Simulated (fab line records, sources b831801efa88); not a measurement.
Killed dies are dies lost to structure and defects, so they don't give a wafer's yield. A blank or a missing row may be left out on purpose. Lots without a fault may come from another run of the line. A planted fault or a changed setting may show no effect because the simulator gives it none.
Problem report in the 8D (eight disciplines) form, filled by code | flow gf180mcu | the parts of the form that need people (team, actions taken, sign-off) are left out

1. THE PROBLEM
VT_IMPLANT_4_TW at GF_VT_IMPLANT_TW_MEAS_43 reads a mean of 654 on 6 wafers of 2 lots; wafers without a fault read 693 with a standard deviation of 5.5. That is -7.0 standard deviations from the usual mean.
First seen on wafer L369.2, day 11 03:35, on film_metro-01. The record holds 42 wafers of 14 lots with a number at this step. Rule for "out", or "out of limits": more than 4 standard deviations from the usual mean. The other wafers with a number count as sound.

2. WHAT IT IS AND WHAT IT IS NOT
question                    | is                           | is not
which readings at this step | VT_IMPLANT_4_TW              | -
which lots                  | L369, L372                   | L357, L358, L360, L362, L363, L364, L367, L370, L374, L376, L377, L378
which wafers of those lots  | all that have a number       | -
read on which gauges        | film_metro-01, film_metro-04 | film_metro-02
when                        | from day 11 03:35            | up to then (21 sound wafers); but 15 sound wafers of L370, L374, L376, L377, L378 came after

3. SUSPECTS, AND WHAT RULES EACH OUT
Counting: a tool at a process step up to the reading stays a suspect if it ran every lot that is out and no sound lot after the first of them.
- the gauge at GF_VT_IMPLANT_TW_MEAS_43: ruled out. The wafers that are out were read on 2 gauges (film_metro-01, film_metro-04).
- implanter-01 at GF_VT_IMPLANT_IMPLANT_41: kept. It ran every lot that is out, first L369 (day 11 03:21), and no sound lot after that; its last sound lot up to then is L363 (day 10 00:04). Its own readings are out on those wafers: dose_ions_cm2, faraday_current_uA.
Left after counting: implanter-01 at GF_VT_IMPLANT_IMPLANT_41.

4. THE CAUSE (what the simulator had put in)
Process parameter drift: implanter-01, from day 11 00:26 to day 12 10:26, at GF_VT_IMPLANT_IMPLANT_41. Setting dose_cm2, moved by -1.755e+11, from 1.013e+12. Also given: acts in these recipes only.
Counting left only this tool.

5. THE CHAIN OF EFFECTS, in route order
Each row: a reading whose mean over the struck wafers that have a number lies more than 3 standard deviations from the usual. Only readings for which the record gives a usual standard deviation are gone through. hours: the time from each lot's start at the first step in this table that gives one to its start at this step, as a median over the lots. sigmas: the change in usual standard deviations.
hours | step                     | reading            | usual     | on struck wafers | change     | sigmas
0     | GF_VT_IMPLANT_IMPLANT_41 | dose_ions_cm2      | 1.013e+12 | 8.368e+11        | -1.762e+11 | -99 or more
0     | GF_VT_IMPLANT_IMPLANT_41 | faraday_current_uA | 5.71      | 4.74             | -0.97      | -8.8
0     | GF_VT_IMPLANT_TW_MEAS_43 | VT_IMPLANT_4_TW    | 693       | 654              | -38        | -7.0
The process steps in it:
- GF_VT_IMPLANT_IMPLANT_41
Later measuring or inspecting steps at which every struck wafer that the step has a row for has a number for every such reading, and none has moved that far: GF_M4_OVL_MEAS_15, GF_V4_OVL_MEAS_15.

6. WHAT WOULD HAVE CAUGHT IT SOONER
In this record the first reading out of limits at a measuring or inspecting step was taken at day 11 03:35, 3 hours after the fault began at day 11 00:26.
The tool's own readings at GF_VT_IMPLANT_IMPLANT_41 were out on every struck wafer that the step has a row for (dose_ions_cm2, faraday_current_uA): an alarm limit on them would have fired on the first of those.
Of the lots that are out (2), L372 began GF_VT_IMPLANT_IMPLANT_41 on implanter-01 after day 11 03:35. A hold on the tool at that time would have spared it.
